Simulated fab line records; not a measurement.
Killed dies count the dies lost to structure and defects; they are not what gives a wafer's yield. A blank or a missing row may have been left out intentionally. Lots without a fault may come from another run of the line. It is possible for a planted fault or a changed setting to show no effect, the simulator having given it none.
fab line records | flow sky130
record: lots: 7 | wafers: 20 | last-day: 49
route steps=708 shown LI_CONTACT@383 LOCAL_INTERCONNECT@387
lots that met no fault: from a run of the same line without faults
start-h: start of the lot's first displayed wafer, in hours after the record's first day | wait-h: how many hours have passed since the lot's step before this one | " unchanged from the row above | L1.1+2: a single row standing in for several wafers | - value missing, or start not given | * or withheld: withheld | < > ~ a bound
route shown NAME@n: NAME is a module with steps in the file, n the number in the route of the first one | usual: mean/standard deviation of fault-free wafers | same: alike in all rows | chamber/n: place in a boat | sites: the reading at each site | _std_site: how widely they spread, as a standard deviation | _edge_site: mean of outer sites minus mean of inner sites | radius-mm: how far each site lies from the wafer's centre | mask NAME#n: copy n | behind: tool/chamber where the wafer was last shaped | hold: reason for holding the lot/hours on hold/outcome of the hold | device: the transistor (n, p or np) that didn't switch | end of line: the same wafers' tests at the end of the route | where a step has no rows: the recipe by itself | killed: the dies lost at the first sort to structure and to defects; this is not the yield of the wafer | map: a wafer's dies, marking killed ones x, the rest . and places with no die _
set.NAME: the setting the step ran with; set.NAME@STEP: the setting that earlier step ran with | model.NAME: the simulator's own value behind a step, which no gauge read
lots at selected steps of the route; one table per step, one row per wafer
services: the hour from which a tool's chamber was out of use, counted from the record's first day as start-h (under 0 if before that day), plus the number of hours and why
== steps ==
step: SKY_LI_CONTACT_CVD_21
recipe: material: W | target-thk-nm: 400 | time-s: 120.56 | temp-c: 400 | pressure-torr: 40
usual: heater-power-w: 876/120
lot.wafer | tool     | chamber | start-h | wait-h | heater-power-w
L987.1    | cvd-w-02 | 0       | 688.12  | 0.0    | 777
L987.3    | "        | 0       | "       | "      | 768
L987.6    | "        | 1       | "       | "      | 770
L997.1    | cvd-w-01 | 1       | 780.75  | 0.0    | 1073
L997.5    | "        | 0       | "       | "      | 983
L997.6    | "        | 1       | "       | "      | 1074
L998.2    | cvd-w-02 | 1       | 785.39  | 0.0    | 773
L998.4    | "        | 1       | "       | "      | 786
L998.6    | "        | 1       | "       | "      | 808
L100.1    | cvd-w-02 | 0       | 797.92  | 0.0    | 763
L100.4    | "        | 0       | "       | "      | 771
L100.6    | "        | 0       | "       | "      | 782
L101.1    | cvd-w-01 | 1       | 800.37  | 0.0    | 1066
L101.5    | "        | 1       | "       | "      | 1082
L101.6    | "        | 0       | "       | "      | 969
L103.4    | cvd-w-02 | 0       | 811.76  | 0.1    | 777
L103.5    | "        | 1       | "       | "      | 796
L105.1    | cvd-w-02 | 0       | 825.38  | 0.0    | 794
L105.3    | "        | 0       | "       | "      | 757
L105.4    | "        | 1       | "       | "      | 787
step: SKY_LI_CONTACT_RS_MEAS_22
recipe: thk-meas-gauge: four-point-probe | reads: W_of_LI_CONTACT_CVD_21+TiN_of_LI_CONTACT_SPUTTER_20+Ti_of_LI_CONTACT_SPUTTER_19
usual: LI_CONTACT_W_RS: 0.2846/0.0028
lot.wafer | tool          | chamber | start-h | wait-h | LI_CONTACT_W_RS[ohm/sq]
L987.1    | film-metro-04 | -       | 688.24  | 0.1    | 0.2870
L987.3    | "             | -       | "       | "      | 0.2881
L987.6    | "             | -       | "       | "      | 0.2847
L997.1    | film-metro-03 | -       | 780.88  | 0.1    | 0.2882
L997.5    | "             | -       | "       | "      | 0.2847
L997.6    | "             | -       | "       | "      | 0.2862
L998.2    | film-metro-02 | -       | 785.54  | 0.1    | 0.2842
L998.4    | "             | -       | "       | "      | 0.2856
L998.6    | "             | -       | "       | "      | 0.2868
L100.1    | film-metro-02 | -       | 798.05  | 0.1    | 0.2794
L100.4    | "             | -       | "       | "      | 0.2818
L100.6    | "             | -       | "       | "      | 0.2805
L101.1    | film-metro-04 | -       | 800.50  | 0.1    | 0.2857
L101.5    | "             | -       | "       | "      | 0.2847
L101.6    | "             | -       | "       | "      | 0.2844
L103.4    | film-metro-02 | -       | 811.91  | 0.1    | 0.2815
L103.5    | "             | -       | "       | "      | 0.2882
L105.1    | film-metro-02 | -       | 825.51  | 0.1    | 0.2839
L105.3    | "             | -       | "       | "      | 0.2836
L105.4    | "             | -       | "       | "      | 0.2877
step: SKY_LI_CONTACT_THK_MEAS_23
recipe: thk-meas-gauge: xrf | reads: W_of_LI_CONTACT_CVD_21
usual: LI_CONTACT_W_THK: 403/5.8
lot.wafer | tool          | chamber | start-h | wait-h | LI_CONTACT_W_THK[nm]
L987.1    | film-metro-04 | -       | 688.36  | 0.1    | 401
L987.3    | "             | -       | "       | "      | 399
L987.6    | "             | -       | "       | "      | 402
L997.1    | film-metro-03 | -       | 781.00  | 0.1    | 397
L997.5    | "             | -       | "       | "      | 406
L997.6    | "             | -       | "       | "      | 404
L998.2    | film-metro-02 | -       | 785.65  | 0.1    | 397
L998.4    | "             | -       | "       | "      | 398
L998.6    | "             | -       | "       | "      | 399
L100.1    | film-metro-02 | -       | 798.17  | 0.1    | 410
L100.4    | "             | -       | "       | "      | 404
L100.6    | "             | -       | "       | "      | 408
L101.1    | film-metro-04 | -       | 800.62  | 0.1    | 403
L101.5    | "             | -       | "       | "      | 403
L101.6    | "             | -       | "       | "      | 403
L103.4    | film-metro-02 | -       | 812.00  | 0.1    | 405
L103.5    | "             | -       | "       | "      | 397
L105.1    | film-metro-02 | -       | 825.63  | 0.1    | 398
L105.3    | "             | -       | "       | "      | 397
L105.4    | "             | -       | "       | "      | 390
step: SKY_LI_CONTACT_CMP_24
recipe: stop-on: PSG | t-overpolish-s: 20 | down-force-psi: 3.5 | platen-rpm: 60 | target-thk-nm: 0 | pad-velocity-m-s: 0.94248
usual: motor-current-A: 10.8/1.1 | overpolish-run-s: 20.000/0.0092 | time-to-endpoint-s: 96/4.2
lot.wafer | tool   | chamber | start-h | wait-h | motor-current-A | overpolish-run-s | time-to-endpoint-s
L987.3    | cmp-02 | 0       | 688.42  | 0.0    | 10.5            | 19.995           | 100
L987.1    | "      | 3       | "       | "      | 10.1            | 20.011           | 95
L987.6    | "      | 1       | "       | "      | 10.7            | 19.999           | 95
L997.1    | cmp-02 | 1       | 781.21  | 0.2    | 9.6             | 20.006           | 96
L997.5    | "      | 2       | "       | "      | 11.1            | 20.005           | 94
L997.6    | "      | 3       | "       | "      | 9.8             | 20.016           | 93
L998.2    | cmp-01 | 0       | 785.70  | 0.0    | 12.2            | 19.992           | 99
L998.4    | "      | 1       | "       | "      | 9.4             | 19.999           | 93
L998.6    | "      | 0       | "       | "      | 12.3            | 19.995           | 97
L100.4    | cmp-02 | 0       | 798.23  | 0.0    | 9.8             | 20.001           | 97
L100.1    | "      | 2       | "       | "      | 11.4            | 19.991           | 95
L100.6    | "      | 1       | "       | "      | 10.3            | 20.002           | 97
L101.1    | cmp-01 | 1       | 800.78  | 0.1    | 8.9             | 19.992           | 93
L101.6    | "      | 3       | "       | "      | 12.6            | 19.996           | 96
L101.5    | "      | 0       | "       | "      | 12.2            | 20.001           | 99
L103.4    | cmp-01 | 1       | 812.03  | 0.0    | 10.2            | 19.992           | 89
L103.5    | "      | 2       | "       | "      | 10.3            | 19.990           | 94
L105.1    | cmp-01 | 3       | 825.74  | 0.1    | 12.4            | 20.007           | 97
L105.3    | "      | 0       | "       | "      | 11.9            | 19.990           | 98
L105.4    | "      | 1       | "       | "      | 9.9             | 19.998           | 92
step: SKY_LOCAL_INTERCONNECT_SPUTTER_00
recipe: material: TiN | target-thk-nm: 100 | temp-c: 300 | power-w: 6500 | time-s: 83.3 | chamber-pressure-pa: 0.4
usual: chamber-pressure-pa: 0.4001/0.00091 | throttle-valve-pct: 29.9/0.9
lot.wafer | tool           | chamber | start-h | wait-h | chamber-pressure-pa | throttle-valve-pct
L987.1    | pvd-sputter-03 | -       | 688.72  | 0.1    | 0.3999              | 29.7
L987.3    | "              | -       | "       | "      | 0.3997              | 30.8
L987.6    | "              | -       | "       | "      | 0.4000              | 30.6
L997.1    | pvd-sputter-03 | -       | 781.36  | 0.1    | 0.3985              | 30.8
L997.5    | "              | -       | "       | "      | 0.3999              | 28.4
L997.6    | "              | -       | "       | "      | 0.4010              | 29.3
L998.2    | pvd-sputter-04 | -       | 786.00  | 0.2    | 0.4001              | 29.7
L998.4    | "              | -       | "       | "      | 0.3991              | 29.3
L998.6    | "              | -       | "       | "      | 0.4000              | 29.6
L100.1    | pvd-sputter-04 | -       | 798.53  | 0.1    | 0.4015              | 31.5
L100.4    | "              | -       | "       | "      | 0.4016              | 30.1
L100.6    | "              | -       | "       | "      | 0.3998              | 29.4
L101.1    | pvd-sputter-04 | -       | 800.98  | 0.1    | 0.4007              | 30.2
L101.5    | "              | -       | "       | "      | 0.4011              | 30.0
L101.6    | "              | -       | "       | "      | 0.4002              | 31.5
L103.4    | pvd-sputter-01 | -       | 812.33  | 0.2    | 0.3992              | 29.8
L103.5    | "              | -       | "       | "      | 0.4007              | 30.4
L105.1    | pvd-sputter-04 | -       | 825.99  | 0.2    | 0.4006              | 31.6
L105.3    | "              | -       | "       | "      | 0.4003              | 29.4
L105.4    | "              | -       | "       | "      | 0.4002              | 30.0
step: SKY_LOCAL_INTERCONNECT_RS_MEAS_01
recipe: thk-meas-gauge: four-point-probe | reads: TiN_of_LOCAL_INTERCONNECT_SPUTTER_00
usual: LOCAL_INTERCONNECT_TIN_RS: 14.05/0.13
lot.wafer | tool          | chamber | start-h | wait-h | LOCAL_INTERCONNECT_TIN_RS[ohm/sq]
L987.1    | film-metro-02 | -       | 688.79  | 0.0    | 13.95
L987.3    | "             | -       | "       | "      | 14.04
L987.6    | "             | -       | "       | "      | 14.07
L997.1    | film-metro-04 | -       | 781.42  | 0.0    | 14.21
L997.5    | "             | -       | "       | "      | 14.12
L997.6    | "             | -       | "       | "      | 14.02
L998.2    | film-metro-04 | -       | 786.08  | 0.1    | 14.05
L998.4    | "             | -       | "       | "      | 14.08
L998.6    | "             | -       | "       | "      | 14.13
L100.1    | film-metro-02 | -       | 798.59  | 0.0    | 14.09
L100.4    | "             | -       | "       | "      | 14.20
L100.6    | "             | -       | "       | "      | 14.42
L101.1    | film-metro-02 | -       | 801.04  | 0.0    | 14.09
L101.5    | "             | -       | "       | "      | 14.06
L101.6    | "             | -       | "       | "      | 13.97
L103.4    | film-metro-01 | -       | 812.45  | 0.1    | 13.71
L103.5    | "             | -       | "       | "      | 13.87
L105.1    | film-metro-01 | -       | 826.05  | 0.0    | 13.99
L105.3    | "             | -       | "       | "      | 13.93
L105.4    | "             | -       | "       | "      | 13.91
step: SKY_LOCAL_INTERCONNECT_THK_MEAS_02
recipe: thk-meas-gauge: xrf | reads: TiN_of_LOCAL_INTERCONNECT_SPUTTER_00
usual: LOCAL_INTERCONNECT_TIN_THK: 98.7/1.2
lot.wafer | tool          | chamber | start-h | wait-h | LOCAL_INTERCONNECT_TIN_THK[nm]
L987.1    | film-metro-02 | -       | 688.91  | 0.1    | 98.3
L987.3    | "             | -       | "       | "      | 97.9
L987.6    | "             | -       | "       | "      | 97.6
L997.1    | film-metro-04 | -       | 781.54  | 0.1    | 97.8
L997.5    | "             | -       | "       | "      | 98.2
L997.6    | "             | -       | "       | "      | 98.5
L998.2    | film-metro-04 | -       | 786.19  | 0.1    | 98.7
L998.4    | "             | -       | "       | "      | 98.3
L998.6    | "             | -       | "       | "      | 98.3
L100.1    | film-metro-02 | -       | 798.71  | 0.1    | 98.0
L100.4    | "             | -       | "       | "      | 97.5
L100.6    | "             | -       | "       | "      | 95.7
L101.1    | film-metro-02 | -       | 801.16  | 0.1    | 97.9
L101.5    | "             | -       | "       | "      | 98.5
L101.6    | "             | -       | "       | "      | 99.0
L103.4    | film-metro-01 | -       | 812.54  | 0.1    | 101.8
L103.5    | "             | -       | "       | "      | 100.6
L105.1    | film-metro-01 | -       | 826.17  | 0.1    | 99.1
L105.3    | "             | -       | "       | "      | 99.6
L105.4    | "             | -       | "       | "      | 99.7
step: SKY_LOCAL_INTERCONNECT_DEHYDRATE_03
recipe: temp-c: 200 | time-s: 60
step: SKY_LOCAL_INTERCONNECT_HMDS_04
recipe: prime-time-s: 60 | prime-temp-c: 120
step: SKY_LOCAL_INTERCONNECT_COAT_05
recipe: resist: BARC | temp-c: withheld | time-s: withheld | spin-rpm: 3000 | resist-thk-nm: 60
step: SKY_LOCAL_INTERCONNECT_COAT_06
recipe: resist: KrF-thick | spin-rpm: 3000 | resist-thk-nm: 450
step: SKY_LOCAL_INTERCONNECT_SOFTBAKE_07
recipe: temp-c: 100 | time-s: 90 | resist: KrF-thick
step: SKY_LOCAL_INTERCONNECT_EXPOSE_08
recipe: mask-id: LI1M | na: 0.8 | source-shape: annular | sigma-inner: 0.55 | sigma-outer: 0.85 | target-cd-nm: 170 | dose-mj: 28
usual: exposure-dose-mJ-cm2: 27.98/0.033
lot.wafer | tool           | chamber | start-h | wait-h | mask   | exposure-dose-mJ-cm2
L987.1    | krf-scanner-01 | 0       | 703.31  | -      | LI1M#0 | 28.01
L987.3    | "              | 0       | "       | "      | LI1M#0 | 27.99
L987.6    | "              | 0       | "       | "      | LI1M#0 | 27.98
L997.1    | krf-scanner-01 | 0       | 795.70  | -      | LI1M#0 | 28.00
L997.5    | "              | 0       | "       | "      | LI1M#0 | 27.97
L997.6    | "              | 0       | "       | "      | LI1M#0 | 28.03
L998.2    | krf-scanner-01 | 0       | 799.68  | -      | LI1M#0 | 28.06
L998.4    | "              | 0       | "       | "      | LI1M#0 | 28.03
L998.6    | "              | 0       | "       | "      | LI1M#0 | 28.04
L100.1    | krf-scanner-01 | 0       | 811.15  | -      | LI1M#0 | 27.99
L100.4    | "              | 0       | "       | "      | LI1M#0 | 28.01
L100.6    | "              | 0       | "       | "      | LI1M#0 | 27.99
L101.1    | krf-scanner-01 | 0       | 814.73  | -      | LI1M#0 | 28.03
L101.5    | "              | 0       | "       | "      | LI1M#0 | 28.03
L101.6    | "              | 0       | "       | "      | LI1M#0 | 28.00
L103.4    | krf-scanner-01 | 0       | 826.20  | -      | LI1M#0 | 27.98
L103.5    | "              | 0       | "       | "      | LI1M#0 | 28.01
L105.1    | krf-scanner-02 | 0       | 838.74  | -      | LI1M#0 | 28.01
L105.3    | "              | 0       | "       | "      | LI1M#0 | 27.95
L105.4    | "              | 0       | "       | "      | LI1M#0 | 27.95
step: SKY_LOCAL_INTERCONNECT_PEB_09
recipe: peb-temp-c: withheld | peb-time-s: withheld | resist: KrF-thick
step: SKY_LOCAL_INTERCONNECT_DEVELOP_10
recipe: develop-time-s: 60 | resist: KrF-thick | dev-temp-c: 21
step: SKY_LOCAL_INTERCONNECT_CD_MEAS_11
recipe: target-cd-nm: 170
usual: cd-nm: 169.6/1.4
lot.wafer | tool      | chamber | start-h | wait-h | hold                     | cd-nm
L987.1    | cd-sem-01 | -       | 716.51  | -      | -                        | 168.5
L987.3    | "         | -       | "       | "      | -                        | 170.4
L987.6    | "         | -       | "       | "      | -                        | 169.6
L997.1    | cd-sem-01 | -       | 808.49  | -      | -                        | 168.4
L997.5    | "         | -       | "       | "      | -                        | 170.1
L997.6    | "         | -       | "       | "      | -                        | 170.2
L998.2    | cd-sem-01 | -       | 812.16  | -      | -                        | 170.1
L998.4    | "         | -       | "       | "      | -                        | 171.6
L998.6    | "         | -       | "       | "      | -                        | 170.3
L100.1    | cd-sem-01 | -       | 824.24  | -      | await-dispo/0.2h/release | 171.7
L100.4    | "         | -       | "       | "      | await-dispo/0.2h/release | 171.5
L100.6    | "         | -       | "       | "      | await-dispo/0.2h/release | 142.7
L100.1    | cd-sem-01 | -       | 824.53  | 0.3    | -                        | 171.2
L100.4    | "         | -       | "       | "      | -                        | 171.1
L100.6    | "         | -       | "       | "      | -                        | 142.9
L101.1    | cd-sem-01 | -       | 827.75  | -      | await-dispo/0.2h/release | 168.8
L101.5    | "         | -       | "       | "      | await-dispo/0.2h/release | 139.2
L101.6    | "         | -       | "       | "      | await-dispo/0.2h/release | 138.5
L101.1    | cd-sem-01 | -       | 828.11  | 0.3    | -                        | 168.8
L101.5    | "         | -       | "       | "      | -                        | 138.8
L101.6    | "         | -       | "       | "      | -                        | 138.7
L103.4    | cd-sem-01 | -       | 838.61  | -      | await-dispo/0.2h/release | 168.3
L103.5    | "         | -       | "       | "      | await-dispo/0.2h/release | 142.7
L103.4    | cd-sem-01 | -       | 838.89  | 0.3    | -                        | 168.4
L103.5    | "         | -       | "       | "      | -                        | 143.1
L105.1    | cd-sem-01 | -       | 852.27  | -      | -                        | 168.7
L105.3    | "         | -       | "       | "      | -                        | 167.8
L105.4    | "         | -       | "       | "      | -                        | 169.9
step: SKY_LOCAL_INTERCONNECT_OVL_MEAS_12
usual: LOCAL_INTERCONNECT_OVL: 3/5.5
lot.wafer | tool       | chamber | start-h | wait-h | hold                     | LOCAL_INTERCONNECT_OVL[nm]
L987.1    | overlay-02 | -       | 716.63  | 0.1    | -                        | 11
L987.3    | "          | -       | "       | "      | -                        | 1
L987.6    | "          | -       | "       | "      | -                        | 5
L997.1    | overlay-02 | -       | 808.61  | 0.1    | -                        | 11
L997.5    | "          | -       | "       | "      | -                        | 9
L997.6    | "          | -       | "       | "      | -                        | 12
L998.2    | overlay-02 | -       | 812.27  | 0.1    | -                        | -3
L998.4    | "          | -       | "       | "      | -                        | 6
L998.6    | "          | -       | "       | "      | -                        | 13
L100.1    | overlay-02 | -       | 829.31  | 4.8    | await-dispo/4.7h/release | 5
L100.4    | "          | -       | "       | "      | await-dispo/4.7h/release | -1
L100.6    | "          | -       | "       | "      | await-dispo/4.7h/release | -1
L101.1    | overlay-01 | -       | 829.53  | 1.4    | await-dispo/1.3h/release | 6
L101.5    | "          | -       | "       | "      | await-dispo/1.3h/release | 12
L101.6    | "          | -       | "       | "      | await-dispo/1.3h/release | 8
L103.4    | overlay-01 | -       | 843.44  | 4.5    | await-dispo/4.5h/release | 13
L103.5    | "          | -       | "       | "      | await-dispo/4.5h/release | 5
L105.1    | overlay-01 | -       | 852.39  | 0.1    | -                        | 3
L105.3    | "          | -       | "       | "      | -                        | -4
L105.4    | "          | -       | "       | "      | -                        | 6
step: SKY_LOCAL_INTERCONNECT_ETCH_13
recipe: chemistry: N2/H2 | target: BARC | ion-energy-ev: 200 | bias-w: 100 | pressure-mtorr: 30 | n2-flow-sccm: 100 | h2-flow-sccm: 200 | icp-w: 500 | stop-on: SiO2 | time-s: 45.9 | target-depth-a: 600
usual: drypump-motor-current-A: 5.8/0.65 | oes-product-au: 0.855/0.005 | throttle-valve-pct: 13.224/0.0087
lot.wafer | tool         | chamber | start-h | wait-h | drypump-motor-current-A | oes-product-au | rf-hours-counter-h | throttle-valve-pct | model.LOCAL_INTERCONNECT.cd-nm
L987.1    | rie-metal-04 | 0       | 716.67  | 0.0    | 6.1                     | 0.855          | 11                 | 13.224             | 167.7
L987.3    | "            | 1       | "       | "      | 6.8                     | 0.856          | -                  | 13.224             | 169.6
L987.6    | "            | 1       | "       | "      | 6.8                     | 0.859          | -                  | 13.215             | 169.3
L997.1    | rie-metal-04 | 0       | 808.65  | 0.0    | 6.1                     | 0.855          | 14                 | 13.216             | 167.8
L997.5    | "            | 0       | "       | "      | 6.1                     | 0.853          | -                  | 13.231             | 169.7
L997.6    | "            | 1       | "       | "      | 6.8                     | 0.859          | -                  | 13.230             | 169.2
L998.2    | rie-metal-01 | 1       | 812.30  | 0.0    | 5.8                     | 0.850          | 6                  | 13.225             | 171
L998.4    | "            | 0       | "       | "      | 4.9                     | 0.858          | -                  | 13.208             | 169.6
L998.6    | "            | 1       | "       | "      | 5.8                     | 0.850          | -                  | 13.213             | 170.7
L100.1    | rie-metal-01 | 0       | 829.35  | 0.0    | 4.9                     | 0.855          | 7                  | 13.218             | 169.9
L100.4    | "            | 1       | "       | "      | 5.7                     | 0.857          | -                  | 13.236             | 171.3
L100.6    | "            | 0       | "       | "      | 4.9                     | 0.851          | -                  | 13.240             | 140.4
L101.1    | rie-metal-04 | 0       | 829.56  | 0.0    | 6.1                     | 0.852          | 14                 | 13.212             | 168.3
L101.5    | "            | 1       | "       | "      | 6.8                     | 0.854          | -                  | 13.235             | 138
L101.6    | "            | 0       | "       | "      | 6.1                     | 0.859          | -                  | 13.233             | 137.3
L103.4    | rie-metal-01 | 0       | 843.48  | 0.0    | 4.9                     | 0.859          | -                  | 13.231             | 166.3
L103.5    | "            | 1       | "       | "      | 5.7                     | 0.850          | -                  | 13.221             | 142.6
L105.1    | rie-metal-04 | 1       | 852.42  | 0.0    | 6.8                     | 0.855          | 6                  | 13.225             | 168.5
L105.3    | "            | 0       | "       | "      | 6.1                     | 0.856          | -                  | 13.234             | 167.3
L105.4    | "            | 1       | "       | "      | 6.8                     | 0.856          | -                  | 13.237             | 168.9
step: SKY_LOCAL_INTERCONNECT_METAL_ETCH_14
recipe: target-depth-nm: 110 | stop-on: PSG | chemistry: Cl2/BCl3 | target: TiN | resist-sidewall-deg: 88 | pressure-mtorr: 10 | icp-w: 900 | bias-w: 48.5 | Cl2_flow_sccm: 60 | bcl3-flow-sccm: 30 | time-s: 31.4
usual: drypump-motor-current-A: 5.8/0.65 | oes-product-au: 0.945/0.006 | throttle-valve-pct: 21.898/0.0086
lot.wafer | tool         | chamber | start-h | wait-h | drypump-motor-current-A | oes-product-au | rf-hours-counter-h | throttle-valve-pct | model.LOCAL_INTERCONNECT.cd-nm
L987.1    | rie-metal-04 | 0       | 716.73  | 0.0    | 6.1                     | 0.942          | 11                 | 21.902             | 168.1
L987.3    | "            | 1       | "       | "      | 6.8                     | 0.943          | -                  | 21.881             | 169.3
L987.6    | "            | 1       | "       | "      | 6.7                     | 0.940          | -                  | 21.890             | 168.7
L997.1    | rie-metal-04 | 0       | 808.71  | 0.0    | 6.1                     | 0.941          | 14                 | 21.913             | 168.2
L997.5    | "            | 0       | "       | "      | 6.1                     | 0.943          | -                  | 21.894             | 170.3
L997.6    | "            | 1       | "       | "      | 6.7                     | 0.949          | -                  | 21.895             | 168.2
L998.2    | rie-metal-01 | 1       | 812.36  | 0.0    | 5.7                     | 0.951          | 6                  | 21.906             | 171.2
L998.4    | "            | 0       | "       | "      | 4.9                     | 0.944          | -                  | 21.896             | 169.1
L998.6    | "            | 1       | "       | "      | 5.8                     | 0.941          | -                  | 21.898             | 171.2
L100.1    | rie-metal-01 | 0       | 829.41  | 0.0    | 4.9                     | 0.939          | 7                  | 21.897             | 169.5
L100.4    | "            | 1       | "       | "      | 5.8                     | 0.938          | -                  | 21.895             | 171.3
L100.6    | "            | 0       | "       | "      | 4.9                     | 0.927          | -                  | 21.901             | 140.5
L101.1    | rie-metal-04 | 0       | 829.63  | 0.0    | 6.1                     | 0.944          | 14                 | 21.882             | 168.4
L101.5    | "            | 1       | "       | "      | 6.8                     | 0.950          | -                  | 21.882             | 137
L101.6    | "            | 0       | "       | "      | 6.1                     | 0.946          | -                  | 21.903             | 137.7
L103.4    | rie-metal-01 | 0       | 843.54  | 0.0    | 4.9                     | 0.953          | -                  | 21.896             | 166.1
L103.5    | "            | 1       | "       | "      | 5.8                     | 0.952          | -                  | 21.888             | 142.6
L105.1    | rie-metal-04 | 1       | 852.48  | 0.0    | 6.7                     | 0.945          | 6                  | 21.902             | 167.8
L105.3    | "            | 0       | "       | "      | 6.1                     | 0.946          | -                  | 21.880             | 167.7
L105.4    | "            | 1       | "       | "      | 6.7                     | 0.950          | -                  | 21.899             | 168.6
step: SKY_LOCAL_INTERCONNECT_STRIP_15
recipe: chemistry: O2/N2 | power-w: 1400 | pressure-mtorr: 1500 | platen-temp-c: withheld | o2-flow-sccm: 3000 | n2-flow-sccm: 300 | overash-fraction: 0.5
usual: drypump-motor-current-A: 5.69/0.24 | oes-product-au: 0.427/0.0047 | strip-time-to-endpoint-s: 4.725/0.021
lot.wafer | tool            | chamber | start-h | wait-h | drypump-motor-current-A | oes-product-au | rf-hours-counter-h | strip-time-to-endpoint-s
L987.1    | plasma-asher-01 | 1       | 716.78  | 0.0    | 5.84                    | 0.421          | 29                 | 4.768
L987.3    | "               | 1       | "       | "      | 5.84                    | 0.429          | -                  | 4.741
L987.6    | "               | 0       | "       | "      | 5.31                    | 0.424          | -                  | 4.725
L997.1    | plasma-asher-01 | 0       | 808.76  | 0.0    | 5.32                    | 0.416          | 37                 | 4.680
L997.5    | "               | 0       | "       | "      | 5.33                    | 0.430          | -                  | 4.721
L997.6    | "               | 1       | "       | "      | 5.85                    | 0.427          | -                  | 4.727
L998.2    | plasma-asher-04 | 1       | 812.41  | 0.0    | 5.86                    | 0.430          | 71                 | 4.705
L998.4    | "               | 0       | "       | "      | 5.69                    | 0.431          | -                  | 4.706
L998.6    | "               | 1       | "       | "      | 5.88                    | 0.430          | -                  | 4.735
L100.1    | plasma-asher-04 | 1       | 829.46  | 0.0    | 5.86                    | 0.426          | 72                 | 4.736
L100.4    | "               | 0       | "       | "      | 5.70                    | 0.427          | -                  | 4.737
L100.6    | "               | 0       | "       | "      | 5.68                    | 0.430          | -                  | 4.724
L101.1    | plasma-asher-04 | 0       | 829.68  | 0.0    | 5.69                    | 0.427          | 72                 | 4.751
L101.5    | "               | 0       | "       | "      | 5.71                    | 0.428          | -                  | 4.730
L101.6    | "               | 1       | "       | "      | 5.88                    | 0.431          | -                  | 4.749
L103.4    | plasma-asher-01 | 0       | 843.61  | 0.1    | 5.32                    | 0.433          | -                  | 4.743
L103.5    | "               | 1       | "       | "      | 5.84                    | 0.433          | -                  | 4.777
L105.1    | plasma-asher-01 | 1       | 852.54  | 0.0    | 5.83                    | 0.431          | 41                 | 4.728
L105.3    | "               | 1       | "       | "      | 5.84                    | 0.420          | -                  | 4.722
L105.4    | "               | 0       | "       | "      | 5.33                    | 0.426          | -                  | 4.736
== services ==
tool            | chamber | start-h | hours | kind
krf-scanner-02  | -       | 671.98  | 7.2   | pm
cmp-01          | -       | 674.99  | 3.4   | repair
cmp-01          | -       | 679.41  | 2.8   | repair
krf-scanner-02  | -       | 688.20  | 1.2   | repair
pvd-sputter-04  | -       | 689.48  | 12.6  | repair
cvd-w-02        | -       | 693.84  | 2.8   | pm
cmp-02          | -       | 712.37  | 1.1   | repair
pvd-sputter-03  | -       | 717.82  | 3.6   | repair
plasma-asher-01 | -       | 719.50  | 1.9   | repair
cmp-01          | -       | 719.73  | 0.6   | repair
krf-scanner-01  | -       | 735.13  | 0.8   | pm
plasma-asher-01 | -       | 742.75  | 2.8   | pm
cmp-01          | -       | 744.83  | 4.0   | pm
plasma-asher-01 | -       | 746.89  | 2.0   | repair
cvd-w-02        | -       | 747.47  | 0.7   | repair
plasma-asher-01 | -       | 762.29  | 11.0  | pm
krf-scanner-01  | -       | 774.64  | 11.7  | repair
rie-metal-04    | -       | 776.47  | 4.3   | pm
rie-metal-04    | 1       | 791.74  | 1.5   | repair
krf-scanner-01  | -       | 797.79  | 1.3   | pm
krf-scanner-01  | -       | 814.84  | 1.0   | pm
cmp-01          | -       | 814.98  | 0.9   | repair
cvd-w-02        | -       | 830.98  | 1.4   | repair
cmp-01          | -       | 844.22  | 3.2   | pm
== key ==
first-sign: step: SKY_LOCAL_INTERCONNECT_CD_MEAS_11 | reading: visit | direction: added
effect: step: SKY_LOCAL_INTERCONNECT_CD_MEAS_11 | reading: cd-nm | direction: down | sigmas: 21 | usual: 169.6 | struck: 140.8
model-effect: step: SKY_LOCAL_INTERCONNECT_ETCH_13 | value: LOCAL_INTERCONNECT.cd-nm | without: 168.5 | struck: 139.6
model-effect: step: SKY_LOCAL_INTERCONNECT_METAL_ETCH_14 | value: LOCAL_INTERCONNECT.cd-nm | without: 168.4 | struck: 139.5
met-at SKY_LOCAL_INTERCONNECT_EXPOSE_08
struck-wafers L100.6,L101.5,L101.6,L103.5
sort-left-out L100.6,L101.5,L101.6,L103.5
tester-left-out L100,L101,L103
onset-between 799.68 811.15
fault: kind: process-parameter-drift | tool: krf-scanner-01 | chamber: - | onset-h: 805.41 | steps: SKY_LOCAL_INTERCONNECT_EXPOSE_08 | channel: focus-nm | offset: 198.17 | shape: step | end-h: 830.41 | scope: struck-wafers-only
tester-left-out: of these lots the tester's yield and bins aren't shown, on N5 and GAA mostly nor the transistor test; their killed dies are dies lost to structure and defects alone, not to doping, threshold or leakage, so they don't give the yield
sort-left-out: the simulated sort isn't trusted on such a fault, so these wafers' sort isn't shown, and their yield isn't known
